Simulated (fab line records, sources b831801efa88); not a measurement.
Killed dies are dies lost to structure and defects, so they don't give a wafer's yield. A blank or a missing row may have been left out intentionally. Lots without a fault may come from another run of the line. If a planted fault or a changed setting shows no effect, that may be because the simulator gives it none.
8D (eight disciplines) problem report, filled in by code ; flow sky130 ; the parts of the form that need people (team, actions taken, sign-off) are left out

1. THE ISSUE
Wafers without a fault read 12.65 s with a standard deviation of 0.046, while strip-time-to-endpoint-s at SKY_CAP2M_STRIP_14 averages 12.38 s across 2 wafers of 1 lot. Measured from the usual mean, that is -5.9 standard deviations.
The step: strips in O2/N2.
First seen on wafer L466.1, day 44 10:09, on plasma-asher-02. The record holds 14 wafers of 5 lots with a number at this step. By rule, "out" or "out of limits" means more than 4 standard deviations away from the usual mean. All remaining wafers that have a number are taken as sound.

2. WHAT IT IS, AND WHAT IT ISN'T
question;is;is not
which readings at this step;strip-time-to-endpoint-s;drypump-motor-current-A, n2-flow-sccm, oes-product-au
which lots;L466;L453, L454, L470, L473
which wafers of those lots;all that have a number;-
read on which tools;plasma-asher-02;plasma-asher-03, plasma-asher-04
when;from day 44 10:09;"up to then (6 sound wafers); but 6 sound wafers of L470, L473 came after"

3. WHAT RULES OUT EACH SUSPECT
Counting: a tool at a process step up to the reading stays a suspect if it ran every lot that is out and no sound lot after the first of them.
- pvd-sputter-03 at SKY_METAL4_SPUTTER_00 (material Ti, target thk 15 nm, time 10 s): kept. It ran the lot that is out, L466 (day 43 12:15), and no sound lot after that; its last sound lot up to then is L454 (day 40 14:39).
- pvd-sputter-03 at SKY_METAL4_SPUTTER_01 (material TiN, target thk 20 nm, time 16.7 s): kept. It ran the lot that is out, L466 (day 43 12:16), and no sound lot after that; its last sound lot up to then is L454 (day 40 14:40).
- pvd-sputter-03 at SKY_METAL4_SPUTTER_02 (material AlCu, target thk 735 nm, time 39.1 s): kept. It ran the lot that is out, L466 (day 43 12:18), and no sound lot after that; its last sound lot up to then is L454 (day 40 14:42).
- pecvd-01 at SKY_CAP2M_CVD_00 (deposits SiO2, target thk 15.5 nm): kept. It ran the lot that is out, L466 (day 43 12:24), and no sound lot after that.
- pvd-sputter-04 at SKY_CAP2M_SPUTTER_02 (material TiN, target thk 200 nm, time 166.7 s): ruled out as a lasting fault. After its first lot that is out, L466 (day 43 12:29), sound lots L470 ran on it.
- litho-track-02 at SKY_CAP2M_COAT_07 (resist thk 1140 nm): kept. It ran the lot that is out, L466 (day 43 23:04), and no sound lot after that; its last sound lot up to then is L453 (day 40 09:10).
- rie-metal-02 at SKY_CAP2M_METAL_ETCH_13 (etches TiN in Cl2/BCl3, stops on SiO2, target depth 220 nm, time 62.9 s): kept. It ran the lot that is out, L466 (day 44 10:05), and no sound lot after that; its last sound lot up to then is L453 (day 40 20:49).
- plasma-asher-02 at SKY_CAP2M_STRIP_14 (strips in O2/N2): kept. It ran the lot that is out, L466 (day 44 10:09), and no sound lot after that; its last sound lot up to then is L454 (day 41 15:31). Its own readings are out on those wafers: strip-time-to-endpoint-s.
Left after counting: pvd-sputter-03 at SKY_METAL4_SPUTTER_00, pvd-sputter-03 at SKY_METAL4_SPUTTER_01, pvd-sputter-03 at SKY_METAL4_SPUTTER_02, pecvd-01 at SKY_CAP2M_CVD_00, litho-track-02 at SKY_CAP2M_COAT_07, rie-metal-02 at SKY_CAP2M_METAL_ETCH_13, plasma-asher-02 at SKY_CAP2M_STRIP_14.

4. THE CAUSE (what the simulator had put in)
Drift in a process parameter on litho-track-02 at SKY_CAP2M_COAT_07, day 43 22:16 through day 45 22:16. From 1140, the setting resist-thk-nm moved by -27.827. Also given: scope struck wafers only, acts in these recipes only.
This tool is one of the 7 suspects left after counting.

5. THE CHAIN OF EFFECTS, in route order
Each row: a reading where the mean over the struck wafers with a number is more than 3 standard deviations away from the usual. Scope: only readings with a usual standard deviation given in the record; hours: median across lots of the time from each lot's start at the first step in this table that gives one to its start at this step; sigmas: change in usual standard deviations.
hours;step;reading;usual;on struck wafers;change;sigmas
0;SKY_CAP2M_STRIP_14;strip-time-to-endpoint-s;12.65 s;12.38;-0.27;-5.9
Here are the process steps it includes:
- SKY_CAP2M_STRIP_14: strips in O2/N2.

6. HOW IT WOULD HAVE BEEN CAUGHT EARLIER
First out-of-limits reading in this record: day 44 10:09, which is 12 hours after fault onset at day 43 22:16.
By day 44 10:09 the whole set of lots that are out, 1 in number, had already begun SKY_CAP2M_COAT_07 on litho-track-02. Holding the tool at that point would not have protected any of them.
